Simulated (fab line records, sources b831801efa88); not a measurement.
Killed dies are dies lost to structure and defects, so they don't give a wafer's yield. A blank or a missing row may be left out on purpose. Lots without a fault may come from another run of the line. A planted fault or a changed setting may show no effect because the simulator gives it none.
A struck lot beside a sound one | flow sky130 | 14 steps out of a route of 708
Sound: wafers L910.1, L910.2, L910.4. Struck: wafers L920.3, L920.4, L920.6. The cause comes at the end.
At each step with rows: each side's tool, then ch and its chambers, then its first start. Under that, the readings that differ: sound wafers | struck wafers | difference of the means | sigmas: that difference in standard deviations of wafers without a fault.
alike: readings whose means differ by less than 2 such deviations, and words and numbers that are the same on both sides. not compared: withheld readings, readings that some wafer has no value for, bounds like >300 that may hide the same value, and numbers for which the record gives no deviation and whose values overlap.
The two part at a step that has a row with sigmas, a row that says differs or no value, or rows on one side only. Numbers that don't overlap but have no deviation are shown without sigmas and don't part them. A reading that every wafer of one side lacks parts them only if that side has two wafers or more.

first, 6 steps without rows for these wafers: SKY_METAL4_COAT_07 (resist thk 60 nm); SKY_METAL4_COAT_08 (resist thk 1140 nm); SKY_METAL4_SOFTBAKE_09 (time 90 s); SKY_METAL4_EXPOSE_10 (exposes mask MM4, target cd 300 nm); SKY_METAL4_PEB_11; SKY_METAL4_DEVELOP_12 (develop time 60 s).
SKY_METAL4_CD_MEAS_13: target cd 300 nm.
  sound on cd_sem-01, day 43 13:13; struck on cd_sem-02, day 46 01:02
  alike: cd_nm
SKY_METAL4_OVL_MEAS_14:
  sound on overlay-02, day 43 13:20; struck on overlay-01, day 46 01:07
  alike: METAL4_OVL
SKY_METAL4_DESCUM_15: chemistry O2, time 8 s.
  sound on rie_metal-02 ch 0,1, day 43 13:22; struck on rie_metal-02 ch 0,1, day 46 01:10
  reading                      | sound          | struck         | difference | sigmas
  he_backside_leak_sccm (sccm) | 3.35 3.41 3.37 | 4.77 3.32 3.47 | +0.48      | +3
  alike: drypump_motor_current_A, oes_product_au
  not compared: rf_hours_counter_h
SKY_METAL4_ETCH_16: etches BARC in N2/H2, stops on SiO2, time 88.2 s, target depth 60 nm.
  sound on rie_metal-02 ch 0,1, day 43 13:24; struck on rie_metal-02 ch 0,1, day 46 01:14
  alike: drypump_motor_current_A, he_backside_leak_sccm, oes_product_au, throttle_valve_pct
  not compared: rf_hours_counter_h
SKY_METAL4_ETCH_17: etches SiO2 in C4F8/O2/Ar, stops on TiN, time 3.9 s, target depth 15 nm.
  sound on rie_diel-02 ch 0,2,3, day 43 13:30; struck on rie_diel-01 ch 2,3, day 46 01:19
  alike: oes_product_au
  not compared: rf_hours_counter_h
SKY_METAL4_METAL_ETCH_18: etches the open film in Cl2/BCl3, stops on SiO2, target depth 845 nm, time 183.1 s.
  sound on rie_metal-04 ch 0,1, day 43 13:31; struck on rie_metal-01 ch 0,1, day 46 01:24
  alike: drypump_motor_current_A, he_backside_leak_sccm, oes_product_au, throttle_valve_pct
  not compared: rf_hours_counter_h
SKY_METAL4_STRIP_19: strips in O2/N2.
  sound on plasma_asher-02 ch 0,1, day 43 13:41; struck on plasma_asher-01 ch 0,1, day 46 01:33
  no value came back on the struck wafers for chamber_pressure_mTorr (mTorr), drypump_motor_current_A (A), oes_product_au (a.u.), strip_time_to_endpoint_s (s); on the sound wafers chamber_pressure_mTorr (mTorr) reads 1500.4 1501.2 1500.2
  reading                                       | sound | struck            | difference | sigmas
  model.KrF-thick_of_METAL4_COAT_08.thk_nm (nm) | 0 0 0 | 516.1 508.1 519.8 | +514.7     |
  not compared: rf_hours_counter_h
then, 1 step without rows for these wafers: SKY_METAL4_STRIP_20 (strips in post etch residue remover, time 1200 s).

WHERE THEY PART
First at SKY_METAL4_DESCUM_15; last, within this record, at SKY_METAL4_STRIP_19.

WHY: what the simulator had put in
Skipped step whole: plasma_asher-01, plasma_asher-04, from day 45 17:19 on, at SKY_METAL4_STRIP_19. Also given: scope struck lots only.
